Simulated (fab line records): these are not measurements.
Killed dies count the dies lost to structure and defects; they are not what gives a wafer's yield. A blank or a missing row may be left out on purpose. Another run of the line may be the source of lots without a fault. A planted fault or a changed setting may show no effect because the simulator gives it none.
Which tool was responsible?    flow gf180mcu    39 wafers from 13 lots sampled at 4 of the route's 602 steps

WHAT EACH GAUGE READ, for each wafer
GF_V5_THK_MEAS_01.
lot   measured      on            V5_CVD_00_THK (nm)
L906  day 26 02:47  filmMetro-01  301.7 302.6 303.4
L907  day 26 12:13  filmMetro-02  300.6 298.8 301.4
L908  day 26 22:49  filmMetro-02  300.0 295.0 295.9
L909  day 27 04:05  filmMetro-01  307.1 305.8 305.5
L910  day 27 16:09  filmMetro-01  302.0 301.7 303.6
L911  day 28 00:02  filmMetro-01  300.9 300.7 300.4
L912  day 28 03:30  filmMetro-01  302.9 304.1 304.1
L914  day 28 19:40  filmMetro-03  299.2 299.9 301.5
L919  day 30 07:46  filmMetro-01  301.8 302.6 301.9
L922  day 31 08:08  filmMetro-01  305.0 306.0 301.9
L926  day 32 04:54  filmMetro-02  298.7 298.9 297.0
L928  day 32 18:40  filmMetro-02  299.4 295.4 297.7
L929  day 33 00:52  filmMetro-03  299.3 298.3 301.3

TOOL THAT RAN EACH LOT (tool first, then ch and the chambers of the sampled wafers, then the start)
lot   GF_MIM_SPUTTER_03            GF_MIM_SPUTTER_08            GF_M5_METAL_ETCH_10
L906  pvdSputter-04, day 24 06:08  pvdSputter-02, day 24 06:20  rieMetal-02 ch 0,1, day 26 02:06
L907  pvdSputter-04, day 24 16:35  pvdSputter-03, day 24 16:47  rieMetal-02 ch 0,1, day 26 11:29
L908  pvdSputter-02, day 25 03:13  pvdSputter-04, day 25 03:25  rieMetal-01 ch 0,1, day 26 22:08
L909  pvdSputter-03, day 25 08:38  pvdSputter-04, day 25 08:49  rieMetal-01 ch 0,1, day 27 03:23
L910  pvdSputter-04, day 25 21:19  pvdSputter-02, day 25 21:31  rieMetal-02 ch 0,1, day 27 15:26
L911  pvdSputter-03, day 26 05:10  pvdSputter-02, day 26 05:22  rieMetal-02 ch 0,1, day 27 23:20
L912  pvdSputter-04, day 26 09:47  pvdSputter-03, day 26 09:59  rieMetal-02 ch 0,1, day 28 02:50
L914  pvdSputter-04, day 27 02:32  pvdSputter-02, day 27 02:44  rieMetal-01 ch 0,1, day 28 18:56
L919  pvdSputter-02, day 28 17:14  pvdSputter-04, day 28 17:26  rieMetal-02 ch 0,1, day 30 07:02
L922  pvdSputter-04, day 29 18:08  pvdSputter-02, day 29 18:20  rieMetal-02 ch 0, day 31 07:20
L926  pvdSputter-03, day 30 17:10  pvdSputter-04, day 30 17:22  rieMetal-01 ch 0,1, day 32 04:05
L928  pvdSputter-02, day 31 07:13  pvdSputter-03, day 31 07:25  rieMetal-01 ch 0,1, day 32 17:52
L929  pvdSputter-04, day 31 14:02  pvdSputter-03, day 31 14:14  rieMetal-04 ch 0,1, day 33 00:10
- GF_MIM_SPUTTER_03: material Ti, target thk 10 nm, time 6.7 s.
- GF_MIM_SPUTTER_08: material AlCu, target thk 200 nm, time 10.6 s.
- GF_M5_METAL_ETCH_10: etches the open film in Cl2/BCl3, stops on SiO2, target depth 627.5 nm, time 104.6 s.

WHAT THE TOOLS THEMSELVES READ (means of the sampled wafers that have a number; where no wafer has one, the mark that the record gives instead)
GF_MIM_SPUTTER_03.
lot   tool           throttleValvePct (%)
L906  pvdSputter-04  28.7
L907  pvdSputter-04  29.7
L908  pvdSputter-02  29.6
L909  pvdSputter-03  29.2
L910  pvdSputter-04  28.7
L911  pvdSputter-03  29.5
L912  pvdSputter-04  28.9
L914  pvdSputter-04  29.3
L919  pvdSputter-02  29.7
L922  pvdSputter-04  28.7
L926  pvdSputter-03  30.4
L928  pvdSputter-02  29.6
L929  pvdSputter-04  28.8

GF_MIM_SPUTTER_08.
lot   tool           throttleValvePct (%)
L906  pvdSputter-02  29.4
L907  pvdSputter-03  30.1
L908  pvdSputter-04  29.5
L909  pvdSputter-04  29.0
L910  pvdSputter-02  30.3
L911  pvdSputter-02  29.9
L912  pvdSputter-03  30.6
L914  pvdSputter-02  29.2
L919  pvdSputter-04  28.8
L922  pvdSputter-02  29.4
L926  pvdSputter-04  29.1
L928  pvdSputter-03  29.9
L929  pvdSputter-03  31.0

GF_M5_METAL_ETCH_10.
lot   tool         biasW (W)  drypumpMotorCurrentA (A)  heBacksideLeakSccm (sccm)  oesProductAu (a.u.)  throttleValvePct (%)
L906  rieMetal-02  140.0      5.9                       3.27                       0.977                28.245
L907  rieMetal-02  139.7      5.9                       3.27                       0.971                28.257
L908  rieMetal-01  140.5      5.5                       3.19                       0.970                28.246
L909  rieMetal-01  139.6      5.4                       3.48                       0.967                28.267
L910  rieMetal-02  140.1      5.6                       3.47                       0.973                28.249
L911  rieMetal-02  140.8      5.6                       3.38                       0.977                28.247
L912  rieMetal-02  140.1      6.0                       3.48                       0.973                28.251
L914  rieMetal-01  139.6      5.5                       3.29                       0.973                28.238
L919  rieMetal-02  143.2      5.9                       3.48                       0.973                28.246
L922  rieMetal-02  144.5      6.3                       3.41                       0.974                28.259
L926  rieMetal-01  140.0      5.5                       3.25                       0.977                28.254
L928  rieMetal-01  139.9      5.5                       3.14                       0.978                28.258
L929  rieMetal-04  139.9      5.5                       3.16                       0.972                28.249

THE ANSWER, worked out from the rows above alone
Rule: the lots themselves supply what counts as usual. Put in order of their means at a reading, lots are off if they are a third of the lots or fewer, leave a main group of 4 or more, and stand apart from it by a gap of 3 or more times the standard deviation of the main group's means; of several such gaps the widest counts. Not used: any main group whose means are identical at the precision the tables above print for the reading. Also off: a lot with no number at a reading for which 4 or more lots have one. The other lots that the step has rows for count as sound. The gauges are gone through in route order, then the tools' own readings, and for those a lot's mean is taken as printed above. At the first step where some lot is off, the reading lying furthest off is the one used; lots without a number count as furthest.
Off: L919, L922, at GF_M5_METAL_ETCH_10 (biasW). For the main group the mean is 140.0 W and the standard deviation 0.35.
If a tool, at that step or one of the process steps before it, ran each lot that is off and ran no sound lot following the first of them, it fits. One fits: rieMetal-02 at GF_M5_METAL_ETCH_10. Its last sound lot is L912 (day 28 02:50), its first lot that is off L919 (day 30 07:02): a fault that began between those two fits.
The tool's own readings at GF_M5_METAL_ETCH_10 bear it out: on the lots that are off they differ by more than 5 times the standard deviation of the sound lots' means. biasW reads 143.8 W there against 140.0 W on the sound lots.

WHAT THE SIMULATOR PUT IN
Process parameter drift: rieMetal-02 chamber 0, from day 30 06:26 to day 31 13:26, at GF_M5_METAL_ETCH_10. A move of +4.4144 in setting biasW, from 140. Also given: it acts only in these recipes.
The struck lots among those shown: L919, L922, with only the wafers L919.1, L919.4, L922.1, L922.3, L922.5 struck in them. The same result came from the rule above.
